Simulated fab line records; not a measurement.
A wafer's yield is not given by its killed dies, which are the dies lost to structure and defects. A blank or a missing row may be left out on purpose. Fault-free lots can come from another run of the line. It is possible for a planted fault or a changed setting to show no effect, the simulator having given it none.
fab line records    flow gf180mcu
[record] lots = 6  wafers = 18  last_day = 33
route steps=602 shown V4@480
lots with no fault: from the same line, run without faults
start_h: hours from the record's first day to the start of the lot's first wafer shown    wait_h: time in hours since the lot's previous step    " the same as in the row above    L1.1+2: a row that stands for several wafers    - value missing, or start not given    * or withheld: withheld    < > ~ a bound
route shown NAME@n: NAME is a module with steps in the file, n the number in the route of the first one    usual: the fault-free wafers' mean and standard deviation    same: alike in all rows    chamber/n: place in a boat    sites: the reading at each site    _std_site: the standard deviation of these    _edge_site: inner sites' mean taken away from outer sites' mean    radius_mm: for every site, how far away it sits from the centre of the wafer    mask NAME#n: copy n    behind: tool/chamber where the wafer was last shaped    hold: cause of the lot's hold/its duration in hours/its outcome    device: which transistor (n, p or np) failed to switch    end of line: the same wafers' tests at the end of the route    a step given without rows: its recipe and nothing more    killed: dies lost to structure and defects at the first sort, not the wafer's yield    map: a wafer's dies, marking killed ones x, the rest . and places with no die _
set.NAME: the setting that was run; set.NAME@STEP: the one run at that earlier step    model.NAME: the simulator's own value behind a step, which no gauge read
certain route steps with their lots: each step a table, each wafer a row
services: from which hour (start_h, from the record's first day; less than 0 if before it) a tool's chamber was out of use, for how many hours, and why
[[steps]]
[step GF_V4_CMP_04]
[recipe] material = SiO2  down_force_psi = 4  platen_rpm = 60  pad_velocity_m_s = 0.94248
[usual] edge_zone_pressure_frac = 1.001/0.0053  motor_current_A = 12.4/1.6  time_to_endpoint_s = 81/5.4
lot.wafer  tool    chamber  start_h  wait_h  edge_zone_pressure_frac  motor_current_A  time_to_endpoint_s
L662.1     cmp-01  3        535.63   0.1     1.003                    10.9             79
L662.2     "       0        "        "       1.004                    14.4             76
L662.5     "       3        "        "       1.001                    11.4             83
L663.1     cmp-01  0        548.52   0.1     1.003                    13.9             74
L663.2     "       2        "        "       0.993                    11.1             76
L663.6     "       0        "        "       1.006                    13.9             89
L673.2     cmp-01  1        635.66   0.0     1.011                    13.4             75
L673.3     "       0        "        "       0.997                    13.5             76
L673.5     "       1        "        "       0.997                    13.6             79
L674.2     cmp-02  1        640.62   0.1     0.991                    10.8             78
L674.3     "       2        "        "       0.987                    15.2             78
L674.6     "       0        "        "       1.005                    12.5             78
L675.1     cmp-01  3        645.95   0.1     1.001                    11.2             80
L675.4     "       1        "        "       1.007                    13.3             84
L675.5     "       0        "        "       1.000                    14.1             84
L681.1     cmp-02  2        688.17   0.1     1.004                    16.3             69
L681.2     "       3        "        "       1.008                    12.7             92
L681.5     "       1        "        "       1.001                    10.8             82
[step GF_V4_BOW_MEAS_05]
[recipe] mode = bow
[usual] V4_BOW = 135/7.5
lot.wafer  tool           chamber  start_h  wait_h  V4_BOW[um]
L662.1     film_metro-02  -        535.88   0.2     151
L662.2     "              -        "        "       150
L662.5     "              -        "        "       143
L663.1     film_metro-04  -        548.77   0.2     141
L663.2     "              -        "        "       127
L663.6     "              -        "        "       133
L673.2     film_metro-03  -        635.98   0.3     126
L673.3     "              -        "        "       139
L673.5     "              -        "        "       129
L674.2     film_metro-04  -        640.89   0.2     145
L674.3     "              -        "        "       153
L674.6     "              -        "        "       159
L675.1     film_metro-03  -        646.25   0.2     133
L675.4     "              -        "        "       132
L675.5     "              -        "        "       130
L681.1     film_metro-04  -        688.37   0.1     126
L681.2     "              -        "        "       130
L681.5     "              -        "        "       116
[step GF_V4_DEHYDRATE_06]
[recipe] temp_c = 200  time_s = 60
[step GF_V4_HMDS_07]
[recipe] prime_time_s = 60  prime_temp_c = 120
[step GF_V4_COAT_08]
[recipe] resist = BARC  temp_c = withheld  time_s = withheld  spin_rpm = withheld  resist_thk_nm = withheld
[step GF_V4_COAT_09]
[recipe] resist = KrF  spin_rpm = withheld  resist_thk_nm = 1000
[step GF_V4_SOFTBAKE_10]
[recipe] temp_c = 130  time_s = 60  resist = KrF
[step GF_V4_EXPOSE_11]
[recipe] mask_id = Via4  target_cd_nm = 260  na = 0.68  source_shape = conventional  sigma_outer = 0.6  dose_mj = 38
[step GF_V4_PEB_12]
[recipe] peb_temp_c = 135  peb_time_s = 90  resist = KrF
[step GF_V4_DEVELOP_13]
[recipe] develop_time_s = 60  resist = KrF  dev_temp_c = 21
[step GF_V4_CD_MEAS_14]
[recipe] target_cd_nm = 260
[usual] cd_nm = 260.1/1.2
lot.wafer  tool       chamber  start_h  wait_h  cd_nm
L662.1     cd_sem-01  -        558.23   0.1     260.4
L662.2     "          -        "        "       260.7
L662.5     "          -        "        "       260.4
L663.1     cd_sem-01  -        571.71   0.1     261.8
L663.2     "          -        "        "       260.0
L663.6     "          -        "        "       262.0
L673.2     cd_sem-01  -        655.69   0.1     260.5
L673.3     "          -        "        "       260.5
L673.5     "          -        "        "       259.6
L674.2     cd_sem-02  -        660.73   0.1     262.0
L674.3     "          -        "        "       260.2
L674.6     "          -        "        "       262.3
L675.1     cd_sem-02  -        664.82   0.1     259.8
L675.4     "          -        "        "       259.4
L675.5     "          -        "        "       260.8
L681.1     cd_sem-02  -        706.35   0.1     259.4
L681.2     "          -        "        "       260.4
L681.5     "          -        "        "       260.6
[step GF_V4_OVL_MEAS_15]
[usual] V4_OVL = 0/5.5
lot.wafer  tool        chamber  start_h  wait_h  V4_OVL[nm]
L662.1     overlay-02  -        558.35   0.1     2
L662.2     "           -        "        "       11
L662.5     "           -        "        "       1
L663.1     overlay-02  -        571.83   0.1     -9
L663.2     "           -        "        "       -4
L663.6     "           -        "        "       -6
L673.2     overlay-01  -        655.80   0.1     -3
L673.3     "           -        "        "       -1
L673.5     "           -        "        "       0
L674.2     overlay-02  -        660.83   0.1     4
L674.3     "           -        "        "       0
L674.6     "           -        "        "       5
L675.1     overlay-02  -        664.94   0.1     -6
L675.4     "           -        "        "       -1
L675.5     "           -        "        "       -7
L681.1     overlay-02  -        706.47   0.1     9
L681.2     "           -        "        "       3
L681.5     "           -        "        "       10
[step GF_V4_ETCH_16]
[recipe] chemistry = N2/H2  target_depth_a = withheld  overetch_a = withheld  time_s = withheld  target = BARC  ion_energy_ev = 200  source_w = 500  bias_w = 100  pressure_mtorr = 30  n2_flow_sccm = 100  h2_flow_sccm = 200
[usual] bias_w = 100.0/0.3  chamber_pressure_mTorr = 30.001/0.028  drypump_motor_current_A = 5.8/0.38  oes_product_au = 0.855/0.0047  throttle_valve_pct = 13.225/0.0091
lot.wafer  tool         chamber  start_h  wait_h  bias_w  chamber_pressure_mTorr  drypump_motor_current_A  oes_product_au  throttle_valve_pct
L662.1     rie_diel-02  1        558.38   0.0     100.5   30.029                  6.6                      0.854           13.223
L662.2     "            2        "        "       100.4   29.984                  6.3                      0.858           13.228
L662.5     "            3        "        "       100.1   30.000                  5.9                      0.855           13.232
L663.1     rie_diel-03  0        571.86   0.0     100.3   30.036                  6.0                      0.856           13.230
L663.2     "            2        "        "       99.6    30.023                  5.7                      0.852           13.239
L663.6     "            3        "        "       99.8    30.017                  5.3                      0.850           13.221
L673.2     rie_diel-03  2        655.83   0.0     -       -                       -                        -               -
L673.3     "            0        "        "       -       -                       -                        -               -
L673.5     "            0        "        "       -       -                       -                        -               -
L674.2     rie_diel-01  1        660.86   0.0     -       -                       -                        -               -
L674.3     "            3        "        "       -       -                       -                        -               -
L674.6     "            0        "        "       -       -                       -                        -               -
L675.1     rie_diel-02  1        664.98   0.0     100.3   30.038                  6.6                      0.850           13.232
L675.4     "            2        "        "       100.2   30.024                  6.3                      0.854           13.230
L675.5     "            3        "        "       100.3   29.957                  5.9                      0.857           13.222
L681.1     rie_diel-03  1        706.51   0.0     99.9    30.055                  5.4                      0.854           13.226
L681.2     "            2        "        "       100.6   30.004                  5.6                      0.857           13.233
L681.5     "            0        "        "       100.0   29.970                  6.1                      0.853           13.222
[step GF_V4_ETCH_17]
[recipe] chemistry = C4F8/O2/Ar  mask_material = KrF  target = SiO2  stop_on = TiN  source_w = 1500  bias_w = 1200  pressure_mtorr = 40  c4f8_flow_sccm = withheld  O2_flow_sccm = 6  Ar_flow_sccm = 300  time_s = withheld  target_depth_a = 6300
[usual] bias_w = 1200/3.5  chamber_pressure_mTorr = 40.00/0.035  oes_product_au = 0.856/0.0046
lot.wafer  tool         chamber  start_h  wait_h  bias_w  chamber_pressure_mTorr  oes_product_au
L662.1     rie_diel-02  1        -        -       1200    40.06                   0.856
L662.2     "            2        "        "       1204    39.95                   0.860
L662.5     "            3        "        "       1201    39.94                   0.854
L663.1     rie_diel-03  0        -        -       1204    40.03                   0.854
L663.2     "            2        "        "       1198    39.97                   0.863
L663.6     "            3        "        "       1203    39.97                   0.856
L673.2     rie_diel-03  2        -        -       1197    40.00                   0.376
L673.3     "            0        "        "       1200    40.04                   0.377
L673.5     "            0        "        "       1200    39.97                   0.369
L674.2     rie_diel-01  1        -        -       1206    40.01                   0.380
L674.3     "            3        "        "       1198    40.00                   0.373
L674.6     "            0        "        "       1200    39.93                   0.377
L675.1     rie_diel-02  1        -        -       1200    40.07                   0.863
L675.4     "            2        "        "       1195    39.98                   0.857
L675.5     "            3        "        "       1194    39.98                   0.855
L681.1     rie_diel-03  1        -        -       1196    39.96                   0.853
L681.2     "            2        "        "       1198    39.99                   0.860
L681.5     "            0        "        "       1197    39.94                   0.860
[step GF_V4_STRIP_18]
[recipe] chemistry = O2/N2  power_w = 1400  pressure_mtorr = 1500  platen_temp_c = 250  o2_flow_sccm = 3000  n2_flow_sccm = 300  overash_fraction = 0.5
[usual] drypump_motor_current_A = 5.6/0.38  heater_power_w = 328/23  oes_product_au = 0.593/0.0048
[same] overash_fraction = 0.5
lot.wafer  tool             chamber  start_h  wait_h  drypump_motor_current_A  heater_power_w  oes_product_au  rf_hours_counter_h
L662.1     plasma_asher-02  0        558.51   -       5.6                      314             0.592           46
L662.2     "                1        "        "       6.0                      352             0.586           46
L662.5     "                1        "        "       6.0                      345             0.592           -
L663.1     plasma_asher-02  1        571.99   -       5.9                      353             0.599           48
L663.2     "                0        "        "       5.6                      307             0.590           48
L663.6     "                1        "        "       6.0                      345             0.589           -
L673.2     plasma_asher-02  0        655.96   -       5.6                      312             0.610           56
L673.3     "                0        "        "       5.6                      315             0.616           -
L673.5     "                1        "        "       6.0                      359             0.609           -
L674.2     plasma_asher-01  0        660.99   -       5.3                      340             0.608           21
L674.3     "                0        "        "       5.3                      349             0.620           -
L674.6     "                0        "        "       5.3                      348             0.611           -
L675.1     plasma_asher-02  1        665.11   -       6.0                      357             0.598           57
L675.4     "                1        "        "       6.0                      355             0.590           -
L675.5     "                0        "        "       5.6                      311             0.596           -
L681.1     plasma_asher-04  1        706.64   -       5.4                      337             0.599           94
L681.2     "                0        "        "       5.0                      330             0.596           94
L681.5     "                0        "        "       5.0                      319             0.591           -
[step GF_V4_STRIP_19]
[recipe] chemistry = post_etch_residue_remover  time_s = 1200  temp_c = 72.5
[[services]]
tool             chamber  start_h  hours  kind
rie_diel-02      1        513.44   -      clean
rie_diel-02      1        513.44   10.5   scheduled_down
rie_diel-02      1        513.44   10.5   vent_cycle
rie_diel-02      0        526.56   -      clean
rie_diel-03      3        528.27   15.3   repair
rie_diel-03      -        531.05   2.8    pm
rie_diel-03      2        541.76   1.9    repair
rie_diel-03      1        558.18   121.3  repair
cmp-01           -        572.06   4.0    pm
rie_diel-01      1        589.00   1.5    repair
plasma_asher-02  -        595.11   6.0    repair
plasma_asher-04  -        619.69   1.0    repair
rie_diel-03      0        620.55   4.2    repair
plasma_asher-02  -        621.06   0.6    repair
cmp-01           -        627.94   1.0    repair
rie_diel-03      0        630.32   9.6    repair
cmp-02           -        641.20   30.9   repair
plasma_asher-01  -        652.47   7.9    repair
rie_diel-03      -        665.19   0.7    repair
cmp-02           -        672.15   5.5    pm
plasma_asher-02  -        674.33   2.8    pm
cmp-01           -        677.89   6.9    pm
cmp-02           -        683.20   1.2    repair
rie_diel-02      0        700.39   7.4    repair
[[key]]
[first_sign] step = GF_V4_ETCH_16  reading = tool_record  direction = missing
[effect] step = GF_V4_ETCH_17  reading = oes_product_au  direction = down  sigmas = 99+  usual = 0.856  struck = 0.376
[effect] step = GF_V4_STRIP_18  reading = oes_product_au  direction = up  sigmas = 4.1  usual = 0.593  struck = 0.612
met_at GF_V4_ETCH_16
struck_wafers L673.2,L673.3,L673.5,L674.2,L674.3,L674.6
later_rows_left_out L673.2,L673.3,L673.5,L674.2,L674.3,L674.6
sort_left_out L673.2,L673.3,L673.5,L674.2,L674.3,L674.6
onset_between 571.86 655.83
[fault] kind = skipped_step_whole  tool = rie_diel-01,rie_diel-03  chamber = -  onset_h = 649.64  steps = GF_V4_ETCH_16  scope = struck_lots_only
// sort_left_out: the simulated sort isn't trusted on such a fault, so these wafers' sort isn't shown, and their yield isn't known
// later_rows_left_out: the simulator's readings of these wafers behind a module that went badly wrong aren't trusted and aren't shown, but for the sort
